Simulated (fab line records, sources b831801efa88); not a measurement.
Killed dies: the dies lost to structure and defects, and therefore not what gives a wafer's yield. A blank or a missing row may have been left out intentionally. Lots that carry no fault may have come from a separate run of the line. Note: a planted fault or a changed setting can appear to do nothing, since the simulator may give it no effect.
fab line records	flow sky130
record: lots: 6	wafers: 18	last-day: 50
route steps=708 shown VIA4@645 METAL5@661 PAD_OPEN@708
lots untouched by any fault: they come from a run of this same line in which no faults occurred
start-h: hours from the record's opening day to when the first of the lot's shown wafers began	wait-h: how many hours have passed since the lot's step before this one	" identical to the entry in the row above	L1.1+2: a single row standing in for several wafers	- no value, or no start was given	* or withheld: withheld	< > ~ a bound
route shown NAME@n: names a module that has steps shown in the file, with the first one's number in the route	usual: average and standard deviation across the fault-free wafers	same: alike in all rows	chamber/n: place in a boat	sites: readings site by site	_std_site: the standard deviation of these	_edge_site: the outer-site mean with the inner-site mean subtracted	radius-mm: for every site, how far away it sits from the centre of the wafer	mask NAME#n: copy n	behind: the most recent tool/chamber to have shaped the wafer	hold: reason for holding the lot/hours on hold/outcome of the hold	device: transistor that didn't switch, given as n, p or np	end of line: the tests these same wafers got at the end of their route	where a step has no rows: the recipe by itself	killed: dies that structure and defects cost at the first sort, which is not the same as the wafer's yield	map: a wafer's dies, x killed, . not, _ none there
set.NAME: setting as actually run; set.NAME@STEP: the setting as run at that earlier step	model.NAME: the simulator's own value behind a step, which no gauge read
certain route steps with their lots: each step a table, each wafer a row
services: from which hour (start-h, from the record's first day; less than 0 if before it) a tool's chamber was out of use, for how many hours, and why
== steps ==
step: SKY_VIA4_COAT_06
recipe: resist: NOVOLAK	spin-rpm: 3000	resist-thk-nm: 1140
step: SKY_VIA4_SOFTBAKE_07
recipe: temp-c: 90	time-s: 60	resist: NOVOLAK
step: SKY_VIA4_EXPOSE_08
recipe: mask-id: VIM4	na: 0.6	source-shape: conventional	sigma-outer: 0.6	polarization: unpolarized	target-cd-nm: 800	dose-mj: 132
step: SKY_VIA4_PEB_09
recipe: temp-c: withheld	time-s: *	resist: NOVOLAK
step: SKY_VIA4_DEVELOP_10
recipe: resist: NOVOLAK	developer: TMAH	develop-time-s: 60	dev-temp-c: 23
step: SKY_VIA4_OVL_MEAS_11
usual: VIA4_OVL: 0.1/1.6
lot.wafer	tool	chamber	start-h	wait-h	VIA4_OVL[nm]
L727.3	overlay-02	-	1032.79	0.1	0.1
L727.4	"	-	"	"	0.3
L727.5	"	-	"	"	0.0
L729.1	overlay-01	-	1039.03	0.1	1.4
L729.3	"	-	"	"	2.2
L729.4	"	-	"	"	1.1
L739.3	overlay-01	-	1103.86	0.1	2.7
L739.4	"	-	"	"	2.5
L739.6	"	-	"	"	1.1
L743.1	overlay-02	-	1121.68	0.1	1.6
L743.2	"	-	"	"	1.8
L743.6	"	-	"	"	0.4
L744.1	overlay-02	-	1131.05	0.1	3.7
L744.3	"	-	"	"	2.8
L744.5	"	-	"	"	2.9
L746.2	overlay-02	-	1144.62	0.1	0.9
L746.3	"	-	"	"	0.3
L746.6	"	-	"	"	1.1
step: SKY_VIA4_ETCH_12
recipe: target: SiO2	chemistry: C4F8/O2/Ar	stop-on: TiN	mask-material: NOVOLAK	source-w: 1500	bias-w: 1168	pressure-mtorr: 40	c4f8-flow-sccm: withheld	O2_flow_sccm: 6	Ar_flow_sccm: 300	time-s: withheld	target-depth-a: 5800
usual: bias-w: 1168/3.7	oes-product-au: 0.925/0.0048
lot.wafer	tool	chamber	start-h	wait-h	bias-w	oes-product-au
L727.3	rie-diel-03	3	1032.81	0.0	1165	0.924
L727.4	"	2	"	"	1168	0.926
L727.5	"	1	"	"	1167	0.930
L729.1	rie-diel-01	1	1039.06	0.0	1170	0.924
L729.3	"	2	"	"	1171	0.922
L729.4	"	0	"	"	1173	0.926
L739.3	rie-diel-03	1	1103.88	0.0	1168	0.919
L739.4	"	0	"	"	1165	0.929
L739.6	"	0	"	"	1168	0.927
L743.1	rie-diel-03	1	1121.72	0.0	1177	0.913
L743.2	"	0	"	"	1163	0.934
L743.6	"	2	"	"	1171	0.926
L744.1	rie-diel-03	3	1131.08	0.0	1169	0.923
L744.3	"	2	"	"	1167	0.925
L744.5	"	1	"	"	1168	0.926
L746.2	rie-diel-02	3	1144.65	0.0	1171	0.920
L746.3	"	0	"	"	1173	0.928
L746.6	"	2	"	"	1163	0.930
step: SKY_VIA4_STRIP_13
recipe: chemistry: O2/N2	power-w: 1400	pressure-mtorr: 1500	platen-temp-c: withheld	o2-flow-sccm: 3000	n2-flow-sccm: 300	overash-fraction: 0.5
usual: drypump-motor-current-A: 5.8/0.51	oes-product-au: 0.709/0.0044	strip-time-to-endpoint-s: 12.804/0.025
lot.wafer	tool	chamber	start-h	wait-h	drypump-motor-current-A	oes-product-au	rf-hours-counter-h	strip-time-to-endpoint-s
L727.3	plasma-asher-04	1	1032.92	-	5.9	0.705	-	12.848
L727.4	"	0	"	"	5.3	0.713	-	12.822
L727.5	"	1	"	"	5.9	0.711	-	12.789
L729.1	plasma-asher-04	1	1039.14	-	5.9	0.711	121	12.790
L729.3	"	1	"	"	5.9	0.702	-	12.827
L729.4	"	0	"	"	5.4	0.719	-	12.819
L739.3	plasma-asher-02	1	1103.99	-	5.9	0.716	-	12.792
L739.4	"	0	"	"	5.2	0.713	-	12.779
L739.6	"	0	"	"	5.2	0.713	-	12.794
L743.1	plasma-asher-04	0	1121.79	-	5.3	0.718	4	12.805
L743.2	"	1	"	"	5.8	0.719	4	12.840
L743.6	"	1	"	"	5.9	0.709	-	12.829
L744.1	plasma-asher-02	1	1131.15	-	5.9	0.708	38	12.766
L744.3	"	1	"	"	5.9	0.717	-	12.819
L744.5	"	0	"	"	5.2	0.713	-	12.800
L746.2	plasma-asher-03	1	1144.73	-	5.8	0.709	72	12.825
L746.3	"	1	"	"	5.8	0.707	-	12.777
L746.6	"	1	"	"	5.8	0.712	-	12.824
step: SKY_VIA4_STRIP_14
recipe: chemistry: post-etch-residue-remover	time-s: 1200	temp-c: 72.5
step: SKY_VIA4_CLEAN_15
recipe: chemistry: IPA	time-s: 180	temp-c: 25
step: SKY_VIA4_CLEAN_16
recipe: chemistry: O3/DIW	dry: n2-spin
step: SKY_VIA4_SPUTTER_17
recipe: material: TiN	target-thk-nm: 20	chamber-pressure-pa: 5	power-w: 4000	time-s: 80
usual: throttle-valve-pct: 29.9/1.6
lot.wafer	tool	chamber	start-h	wait-h	throttle-valve-pct
L727.3	pvd-sputter-03	-	1033.55	0.0	29.2
L727.4	"	-	"	"	27.4
L727.5	"	-	"	"	29.3
L729.1	pvd-sputter-04	-	1039.77	0.0	30.9
L729.3	"	-	"	"	31.4
L729.4	"	-	"	"	30.9
L739.3	pvd-sputter-04	-	1104.61	0.0	28.1
L739.4	"	-	"	"	31.6
L739.6	"	-	"	"	28.3
L743.1	pvd-sputter-04	-	1122.38	0.0	30.9
L743.2	"	-	"	"	31.5
L743.6	"	-	"	"	31.2
L744.1	pvd-sputter-03	-	1132.25	0.0	29.3
L744.3	"	-	"	"	27.8
L744.5	"	-	"	"	32.2
L746.2	pvd-sputter-04	-	1145.32	0.0	30.9
L746.3	"	-	"	"	31.5
L746.6	"	-	"	"	28.4
step: SKY_VIA4_CVD_18
recipe: material: W	target-thk-nm: 505	time-s: 152.14	temp-c: 400	pressure-torr: 40
usual: chamber-pressure-Torr: 40.01/0.092	heater-power-outer-w: 521/32	heater-power-w: 875/19	susceptor-temp-C: 399.98/0.19
lot.wafer	tool	chamber	start-h	wait-h	chamber-pressure-Torr	heater-power-outer-w	heater-power-w	since-wet-clean-h	susceptor-temp-C	model.W_of_VIA4_CVD_18.thk-nm
L727.3	cvd-w-02	1	1033.66	0.1	39.91	471	871	-	399.98	507.8
L727.4	"	0	"	"	40.07	480	851	-	400.07	508.8
L727.5	"	0	"	"	40.00	477	839	-	400.24	509.3
L729.1	cvd-w-01	1	1039.83	0.0	40.12	518	874	633	399.99	496.3
L729.3	"	1	"	"	40.04	523	898	-	399.96	497.3
L729.4	"	0	"	"	40.16	547	871	-	399.99	496.4
L739.3	cvd-w-02	1	1104.72	0.1	39.98	478	874	-	399.96	508.4
L739.4	"	0	"	"	40.06	409	740	-	379.16	349
L739.6	"	1	"	"	40.00	486	877	-	400.06	509
L743.1	cvd-w-02	1	1122.44	0.0	39.96	489	881	204	399.95	498.9
L743.2	"	0	"	"	40.21	407	743	204	379.06	340.4
L743.6	"	0	"	"	40.11	422	736	-	378.92	332.4
L744.1	cvd-w-01	0	1132.31	0.0	39.90	558	891	726	400.13	502
L744.3	"	0	"	"	39.97	552	877	-	400.54	499.1
L744.5	"	0	"	"	40.05	541	886	-	400.17	493.8
L746.2	cvd-w-01	0	1145.38	0.0	40.11	556	885	739	399.95	506
L746.3	"	0	"	"	39.98	540	891	-	399.96	510.7
L746.6	"	1	"	"	39.97	515	910	-	399.77	506.5
step: SKY_VIA4_RS_MEAS_19
recipe: thk-meas-gauge: four-point-probe	reads: W_of_VIA4_CVD_18+TiN_of_VIA4_SPUTTER_17
usual: VIA4_W_RS: 0.2271/0.002
lot.wafer	tool	chamber	start-h	wait-h	VIA4_W_RS[ohm/sq]
L727.3	film-metro-02	-	1033.81	0.1	0.2254
L727.4	"	-	"	"	0.2246
L727.5	"	-	"	"	0.2243
L729.1	film-metro-01	-	1039.98	0.1	0.2305
L729.3	"	-	"	"	0.2300
L729.4	"	-	"	"	0.2302
L739.3	film-metro-02	-	1104.86	0.1	0.2252
L739.4	"	-	"	"	0.3289
L739.6	"	-	"	"	0.2247
L743.1	film-metro-01	-	1122.59	0.1	0.2294
L743.2	"	-	"	"	0.3372
L743.6	"	-	"	"	0.3456
L744.1	film-metro-01	-	1132.46	0.1	0.2276
L744.3	"	-	"	"	0.2292
L744.5	"	-	"	"	0.2315
L746.2	film-metro-01	-	1145.55	0.1	0.2253
L746.3	"	-	"	"	0.2236
L746.6	"	-	"	"	0.2254
step: SKY_VIA4_THK_MEAS_20
recipe: thk-meas-gauge: xrf	reads: W_of_VIA4_CVD_18
usual: VIA4_W_THK: 492/5.2
lot.wafer	tool	chamber	start-h	wait-h	VIA4_W_THK[nm]
L727.3	film-metro-02	-	1033.91	0.1	495
L727.4	"	-	"	"	495
L727.5	"	-	"	"	494
L729.1	film-metro-01	-	1040.10	0.1	490
L729.3	"	-	"	"	489
L729.4	"	-	"	"	489
L739.3	film-metro-02	-	1104.96	0.1	498
L739.4	"	-	"	"	342
L739.6	"	-	"	"	496
L743.1	film-metro-01	-	1122.71	0.1	485
L743.2	"	-	"	"	333
L743.6	"	-	"	"	325
L744.1	film-metro-01	-	1132.58	0.1	494
L744.3	"	-	"	"	491
L744.5	"	-	"	"	486
L746.2	film-metro-01	-	1145.66	0.1	500
L746.3	"	-	"	"	501
L746.6	"	-	"	"	496
step: SKY_VIA4_CMP_21
recipe: stop-on: SiO2	t-overpolish-s: 25	down-force-psi: 3.5	platen-rpm: 60	target-thk-nm: 0	pad-velocity-m-s: 0.94248
usual: motor-current-A: 11.1/0.6	slurry-flow-ml-min: 150.0/0.44	time-to-endpoint-s: 120/3.3
lot.wafer	tool	chamber	start-h	wait-h	motor-current-A	slurry-flow-ml-min	time-to-endpoint-s
L727.4	cmp-01	3	1034.05	0.1	11.7	149.9	123
L727.3	"	0	"	"	11.8	149.3	118
L727.5	"	2	"	"	11.5	150.3	116
L729.1	cmp-01	0	1040.22	0.1	10.6	149.6	119
L729.3	"	1	"	"	11.3	149.7	118
L729.4	"	2	"	"	11.5	149.0	115
L739.4	cmp-01	1	1105.10	0.1	11.1	149.5	82
L739.3	"	2	"	"	10.8	150.0	121
L739.6	"	3	"	"	11.0	149.4	122
L743.2	cmp-01	2	1122.82	0.1	11.1	150.1	81
L743.1	"	3	"	"	11.4	150.1	121
L743.6	"	2	"	"	11.3	150.1	77
L744.3	cmp-01	0	1132.69	0.1	11.5	150.3	120
L744.1	"	2	"	"	11.0	150.3	118
L744.5	"	0	"	"	11.5	150.3	118
L746.3	cmp-01	3	1145.71	0.0	10.4	149.8	124
L746.2	"	0	"	"	11.0	149.6	120
L746.6	"	0	"	"	11.0	150.1	122
step: SKY_METAL5_SPUTTER_00
recipe: material: Ti	target-thk-nm: 15	power-w: 3000	time-s: 10	chamber-pressure-pa: 0.4
usual: throttle-valve-pct: 29.7/1.4
lot.wafer	tool	chamber	start-h	wait-h	throttle-valve-pct
L727.3	pvd-sputter-03	-	1034.25	0.1	27.8
L727.4	"	-	"	"	27.9
L727.5	"	-	"	"	31.9
L729.1	pvd-sputter-03	-	1040.48	0.2	29.0
L729.3	"	-	"	"	27.5
L729.4	"	-	"	"	27.2
L739.3	pvd-sputter-02	-	1105.30	0.1	29.5
L739.4	"	-	"	"	31.0
L739.6	"	-	"	"	29.4
L743.1	pvd-sputter-02	-	1123.07	0.1	30.5
L743.2	"	-	"	"	29.9
L743.6	"	-	"	"	29.7
L744.1	pvd-sputter-01	-	1132.94	0.1	29.4
L744.3	"	-	"	"	31.5
L744.5	"	-	"	"	29.8
L746.2	pvd-sputter-01	-	1146.01	0.2	29.9
L746.3	"	-	"	"	29.3
L746.6	"	-	"	"	31.5
step: SKY_PAD_OPEN_PROBE_99
usual: defect-limited-yield: 82.6/1.7	killed_at_M0_to_M3: 43/6.5	killed_at_M4_up: 3.2/1.9	killed-at-contacts: 25/5.5	killed-at-front-end: 14/4.2	killed-at-other: 0.2/0.44	killed-dies: 85/8.5	killed-on-rim: 16/3.3	killed-open: 47/7	killed-short: 39/6.3	sort_bin_3_pad_short: 0.9/0.46	sort_bin_5_function: 10.3/1.4	sort_bin_6_memory: 6.2/1.2	sort-n-pass: 407/8.5	sort-yield-pct: 82.6/1.7
same: gross-dies: 492	killed-at-back-side: 0	sort_bin_4_leakage[%]: 0	sort_bin_8_speed[%]: 0
lot.wafer	tool	chamber	start-h	wait-h	defect-limited-yield[%]	killed_at_M0_to_M3	killed_at_M4_up	killed-at-contacts	killed-at-front-end	killed-at-other	killed-dies	killed-on-rim	killed-open	killed-short	sort_bin_3_pad_short[%]	sort_bin_5_function[%]	sort_bin_6_memory[%]	sort-n-pass	sort-yield-pct[%]
L729.1	prober-02	-	1109.34	0.1	84.6	34	7	22	12	1	76	16	44	32	0.6	10.8	4.1	416	84.6
L729.3	prober-02	-	1109.44	0.2	82.9	36	5	32	11	0	84	20	38	46	2.0	8.1	6.9	408	82.9
L729.4	prober-02	-	1109.49	0.2	79.7	53	5	34	8	0	100	17	54	46	1.2	12.0	7.1	392	79.7
L739.3	prober-02	-	1166.37	0.2	85.4	36	0	21	15	0	72	11	42	30	0.6	7.9	6.1	420	85.4
L739.4	prober-02	-	1166.42	0.2	80.1	56	2	23	17	0	98	22	68	30	1.0	11.8	7.1	394	80.1
L739.6	prober-02	-	1166.52	0.2	82.3	37	2	27	21	0	87	17	47	40	1.0	10.4	6.3	405	82.3
L743.1	prober-02	-	1181.89	0.1	82.9	42	8	28	6	0	84	11	40	44	1.2	10.0	5.9	408	82.9
L743.2	prober-02	-	1181.94	0.1	81.3	46	2	25	18	1	92	22	51	41	1.4	10.6	6.7	400	81.3
L743.6	prober-02	-	1182.14	0.2	84.1	32	2	32	12	0	78	9	45	33	1.4	9.3	5.1	414	84.1
L744.1	prober-01	-	1189.80	0.1	79.7	52	2	31	15	0	100	11	57	43	1.0	11.8	7.5	392	79.7
L744.3	prober-01	-	1189.90	0.2	80.3	39	4	31	23	0	97	20	47	50	1.4	12.2	6.1	395	80.3
L744.5	prober-01	-	1190.00	0.2	84.1	41	0	22	15	0	78	13	51	27	1.0	9.8	5.1	414	84.1
L746.2	prober-01	-	1201.74	0.1	83.7	44	5	20	11	0	80	15	44	36	0.6	9.8	5.9	412	83.7
L746.3	prober-01	-	1201.79	0.2	80.7	57	3	17	17	1	95	24	48	47	2.6	11.0	5.7	397	80.7
L746.6	prober-01	-	1201.94	0.2	82.5	47	1	24	13	1	86	16	55	31	0.6	11.4	5.5	406	82.5
killed by level:class
L729.1 LI_CONTACT:geometric-particle:open=7 VIA1:geometric-particle:open=7 CONTACT:geometric-particle:open=6 VIA3:geometric-particle:open=6 METAL4:geometric-particle:short=6 VIA2:geometric-particle:open=5 LI_CONTACT:geometric-particle:short=4 METAL2:geometric-particle:short=4
L729.3 LI_CONTACT:geometric-particle:open=11 METAL1:geometric-particle:short=8 CONTACT:geometric-particle:open=7 LOCAL_INTERCONNECT:geometric-particle:short=6 METAL2:geometric-particle:short=6 VIA3:geometric-particle:short=5 METAL4:geometric-particle:short=5 CONTACT:geometric-particle:short=4
L729.4 LI_CONTACT:geometric-particle:open=14 VIA2:geometric-particle:open=12 CONTACT:geometric-particle:open=8 VIA1:geometric-particle:open=8 METAL1:geometric-particle:short=7 LOCAL_INTERCONNECT:geometric-particle:short=6 VIA3:geometric-particle:short=6 METAL2:geometric-particle:short=5
L739.3 CONTACT:geometric-particle:open=13 METAL1:geometric-particle:short=10 VIA1:geometric-particle:open=6 POLY_GATE:geometric-particle:short=5 METAL1:geometric-particle:open=4 VIA2:geometric-particle:open=4 VIA3:geometric-particle:open=4 FIELD_ISO:geometric-particle:open=3
L739.4 VIA3:geometric-particle:open=14 CONTACT:geometric-particle:open=12 VIA2:geometric-particle:open=12 VIA1:geometric-particle:open=10 POLY_GATE:geometric-particle:open=6 LI_CONTACT:geometric-particle:open=6 VIA1:geometric-particle:short=5 POLY_GATE:geometric-particle:short=4
L739.6 CONTACT:geometric-particle:open=12 FIELD_ISO:geometric-particle:open=8 VIA1:geometric-particle:short=8 VIA1:geometric-particle:open=8 LI_CONTACT:geometric-particle:open=6 POLY_GATE:geometric-particle:short=5 METAL2:geometric-particle:short=5 LOCAL_INTERCONNECT:geometric-particle:short=4
L743.1 VIA1:geometric-particle:open=11 CONTACT:geometric-particle:open=7 METAL1:geometric-particle:short=7 LI_CONTACT:geometric-particle:open=6 LOCAL_INTERCONNECT:geometric-particle:short=6 METAL4:geometric-particle:short=6 CONTACT:geometric-particle:short=5 VIA3:geometric-particle:short=4
L743.2 VIA1:geometric-particle:open=12 CONTACT:geometric-particle:open=11 FIELD_ISO:geometric-particle:short=6 METAL1:geometric-particle:short=6 METAL2:geometric-particle:short=6 VIA3:geometric-particle:open=5 METAL3:geometric-particle:short=5 POLY_GATE:geometric-particle:open=4
L743.6 CONTACT:geometric-particle:open=15 VIA1:geometric-particle:open=9 LI_CONTACT:geometric-particle:open=7 CONTACT:geometric-particle:short=6 METAL2:geometric-particle:short=6 VIA2:geometric-particle:short=6 POLY_GATE:geometric-particle:short=3 POLY_CUT:geometric-particle:short=3
L744.1 VIA1:geometric-particle:open=11 CONTACT:geometric-particle:open=10 VIA2:geometric-particle:open=10 LI_CONTACT:geometric-particle:open=8 VIA3:geometric-particle:open=7 CONTACT:geometric-particle:short=6 VIA1:geometric-particle:short=6 POLY_GATE:geometric-particle:short=5
L744.3 VIA1:geometric-particle:open=9 CONTACT:geometric-particle:open=8 METAL1:geometric-particle:short=7 FIELD_ISO:geometric-particle:short=6 LI_CONTACT:geometric-particle:open=6 METAL2:geometric-particle:short=6 POLY_GATE:geometric-particle:open=5 POLY_GATE:geometric-particle:short=5
L744.5 VIA1:geometric-particle:open=14 LI_CONTACT:geometric-particle:open=8 CONTACT:geometric-particle:open=8 FIELD_ISO:geometric-particle:open=7 VIA3:geometric-particle:open=6 FIELD_ISO:geometric-particle:short=4 VIA2:geometric-particle:open=4 POLY_GATE:geometric-particle:short=3
L746.2 VIA1:geometric-particle:open=10 VIA3:geometric-particle:open=9 LI_CONTACT:geometric-particle:short=7 VIA2:geometric-particle:open=6 METAL1:geometric-particle:short=5 CONTACT:geometric-particle:open=5 POLY_GATE:geometric-particle:short=4 LI_CONTACT:geometric-particle:open=4
L746.3 VIA1:geometric-particle:open=14 METAL2:geometric-particle:short=8 VIA2:geometric-particle:open=7 VIA1:geometric-particle:short=6 CONTACT:geometric-particle:open=5 VIA3:geometric-particle:open=5 FIELD_ISO:geometric-particle:open=4 POLY_GATE:geometric-particle:short=4
L746.6 VIA1:geometric-particle:open=17 CONTACT:geometric-particle:open=9 LI_CONTACT:geometric-particle:open=7 METAL1:geometric-particle:short=7 POLY_GATE:geometric-particle:open=5 VIA2:geometric-particle:open=5 FIELD_ISO:geometric-particle:short=3 FIELD_ISO:geometric-particle:open=3
== services ==
tool	chamber	start-h	hours	kind
cmp-01	-	1013.63	4.2	pm
cmp-01	-	1020.90	1.5	repair
pvd-sputter-03	-	1025.08	1.1	repair
cvd-w-01	0	1026.69	7.2	repair
rie-diel-03	1	1029.39	3.1	repair
plasma-asher-02	-	1034.80	1.3	repair
rie-diel-02	3	1038.21	2.6	repair
rie-diel-01	-	1051.15	0.2	repair
plasma-asher-04	-	1055.25	9.0	pm
pvd-sputter-04	3	1055.75	-	consumable-replace:kit
pvd-sputter-04	3	1055.75	18.0	scheduled-down
pvd-sputter-04	3	1055.75	18.0	vent-cycle
rie-diel-03	1	1062.15	3.6	repair
cmp-01	-	1068.94	1.6	repair
rie-diel-03	1	1084.19	9.9	repair
cvd-w-01	0	1087.71	4.6	repair
cvd-w-01	1	1095.64	14.7	repair
cvd-w-01	-	1097.16	2.8	pm
plasma-asher-04	-	1100.04	14.6	pm
pvd-sputter-03	-	1108.24	7.5	repair
pvd-sputter-01	-	1111.41	2.5	repair
pvd-sputter-01	-	1111.76	4.6	repair
rie-diel-02	0	1119.98	12.3	repair
rie-diel-03	0	1130.87	7.5	repair
== key ==
first-sign: step: SKY_VIA4_CVD_18	reading: susceptor-temp-C	direction: down	sigmas: 99+	usual: *	struck: *
effect: step: SKY_VIA4_CVD_18	reading: heater-power-w	direction: down	sigmas: 7	usual: *	struck: *
effect: step: SKY_VIA4_RS_MEAS_19	reading: VIA4_W_RS	direction: up	sigmas: 54	usual: 0.2271	struck: 0.3373
effect: step: SKY_VIA4_THK_MEAS_20	reading: VIA4_W_THK	direction: down	sigmas: 31	usual: 492	struck: 333
effect: step: SKY_VIA4_CMP_21	reading: time-to-endpoint-s	direction: down	sigmas: 12	usual: *	struck: *
model-effect: step: SKY_VIA4_CVD_18	value: W_of_VIA4_CVD_18.thk-nm	without: 502.9	struck: 340.6
met-at SKY_VIA4_CVD_18
struck-wafers L739.4,L743.2,L743.6
onset-between 1033.66 1104.72
fault: kind: process-parameter-drift	tool: cvd-w-02	chamber: 0	onset-h: 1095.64	steps: SKY_VIA4_CVD_18	channel: temp-c	offset: *	shape: step	end-h: 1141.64	acts-in: *	stated: *
